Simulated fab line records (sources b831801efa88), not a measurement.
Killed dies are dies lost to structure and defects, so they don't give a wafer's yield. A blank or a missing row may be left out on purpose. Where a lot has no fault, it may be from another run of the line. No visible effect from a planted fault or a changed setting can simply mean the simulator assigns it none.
Which of the tools did it?    flow sky130    15 lots, 45 wafers sampled, at 3 steps of a route of 708

== WHAT EACH GAUGE READ, for each wafer ==
SKY_VIA2_THK_MEAS_01. Usual: for VIA2_HDPCVD_THK the level is 1170 nm and the standard deviation is 12.
lot   measured      on             VIA2_HDPCVD_THK (nm)  flag
L347  day 35 02:32  film metro-03  1162 1167 1167        
L350  day 35 18:29  film metro-04  1165 1181 1177        
L351  day 36 11:01  film metro-04  1177 1164 1173        
L352  day 36 15:01  film metro-02  1189 1171 1176        
L353  day 36 20:07  film metro-02  1155 1166 1180        
L354  day 37 06:25  film metro-03  1152 1161 1152        
L358  day 38 16:14  film metro-04  1164 1187 1160        
L359  day 38 19:23  film metro-02  1183 1178 1155        
L360  day 39 03:17  film metro-04  1167 1172 1165        
L361  day 39 10:44  film metro-04  1185 1167 1161        
L362  day 39 11:35  film metro-04  1168 1162 1157        
L363  day 39 22:50  film metro-04  1141 1159 1165        
L364  day 40 04:14  film metro-04  1185 1169 1162        
L370  day 42 02:19  film metro-02  1172 1162 1155        
L369  day 42 12:14  film metro-02  1174 1164 1151        

SKY_VIA2_CD_MEAS_12 targets a cd of 200 nm. Usual: 200.0 nm for cd nm, sd 1.5.
lot   measured      on         cd nm (nm)         flag
L347  day 36 05:19  cd sem-01  197.7 197.0 198.0  
L350  day 36 20:21  cd sem-01  197.5 199.0 198.3  
L351  day 37 13:41  cd sem-02  200.4 201.3 198.9  
L352  day 37 16:55  cd sem-01  198.6 198.2 198.8  
L353  day 37 22:23  cd sem-02  201.9 202.4 199.6  
L354  day 38 08:45  cd sem-02  199.1 199.6 198.3  
L358  day 39 17:52  cd sem-02  200.6 199.9 198.8  
L359  day 39 21:27  cd sem-02  198.6 198.0 199.7  
L360  day 40 04:32  cd sem-02  199.5 199.5 201.0  
L361  day 40 11:16  cd sem-02  - - -              OFF
L362  day 40 12:49  cd sem-02  - - -              OFF
L363  day 40 23:34  cd sem-02  - - -              OFF
L364  day 41 04:55  cd sem-01  201.0 201.1 199.5  
L370  day 43 01:52  cd sem-01  201.1 200.0 200.9  
L369  day 43 10:56  cd sem-02  200.3 200.8 200.2  

== TOOL THAT RAN EACH LOT (tool first, then ch and the chambers of the sampled wafers, then the start) ==
lot   SKY_VIA2_EXPOSE_09
L347  krf scanner-02 ch 0, day 35 15:58
L350  krf scanner-02 ch 0, day 36 08:14
L351  krf scanner-01 ch 0, day 37 00:56
L352  krf scanner-02 ch 0, day 37 04:53
L353  krf scanner-01 ch 0, day 37 09:56
L354  krf scanner-02 ch 0, day 37 19:16
L358  krf scanner-02 ch 0, day 39 05:28
L359  krf scanner-01 ch 0, day 39 09:19
L360  krf scanner-02 ch 0, day 39 17:05
L361  krf scanner-01, day 39 22:56
L362  krf scanner-02, day 39 23:44
L363  krf scanner-01, day 40 12:11
L364  krf scanner-02 ch 0, day 40 17:41
L370  krf scanner-01 ch 0, day 42 14:55
L369  krf scanner-01 ch 0, day 43 00:14
- SKY_VIA2_EXPOSE_09: exposes mask VIM2, target cd 200 nm.

== WHAT THE TOOLS THEMSELVES READ (means of the sampled wafers that have a number; where no wafer has one, the mark that the record gives instead) ==
SKY_VIA2_EXPOSE_09. Usual: exposure dose mJ cm2 37.97, standard deviation 0.05; focus offset nm 0.1 nm, standard deviation 0.48.
lot   tool            exposure dose mJ cm2  focus offset nm (nm)  flag
L347  krf scanner-02  37.89                 -0.6                  
L350  krf scanner-02  37.92                 -0.1                  
L351  krf scanner-01  37.96                 0.0                   
L352  krf scanner-02  37.92                 -0.1                  
L353  krf scanner-01  38.01                 0.2                   
L354  krf scanner-02  37.99                 -0.5                  
L358  krf scanner-02  37.94                 -0.0                  
L359  krf scanner-01  37.99                 0.1                   
L360  krf scanner-02  37.96                 0.1                   
L361  krf scanner-01  -                     -                     OFF
L362  krf scanner-02  -                     -                     OFF
L363  krf scanner-01  -                     -                     OFF
L364  krf scanner-02  37.97                 0.4                   
L370  krf scanner-01  38.02                 0.0                   
L369  krf scanner-01  38.00                 0.2                   

== THE ANSWER, worked out from the rows above alone ==
Rule: a lot counts as off when the mean over its wafers that have a number is more than 3 standard deviations away from the usual mean. A lot without any number at a reading at which 4 lots or more have one is off too. Any other lot the step has rows for is counted as sound. Order of review: gauges by route order, followed by the tools' own readings, for which a lot's mean as printed above is used. At the first step where some lot is off, the reading lying furthest off is the one used; lots without a number count as furthest.
Off at SKY_VIA2_CD_MEAS_12 (cd nm): L361, L362, L363. Without a number there: L361, L362, L363.
A tool fits if, at a process step before that reading, it ran every lot that is off, and no sound lot after the first of them. Not tried: the gauges at SKY_VIA2_CD_MEAS_12; whatever is off there is also off at SKY_VIA2_EXPOSE_09, on other tools, and gauge error can't account for it. Of those tried, none fits.

== WHAT THE SIMULATOR HAD PUT IN ==
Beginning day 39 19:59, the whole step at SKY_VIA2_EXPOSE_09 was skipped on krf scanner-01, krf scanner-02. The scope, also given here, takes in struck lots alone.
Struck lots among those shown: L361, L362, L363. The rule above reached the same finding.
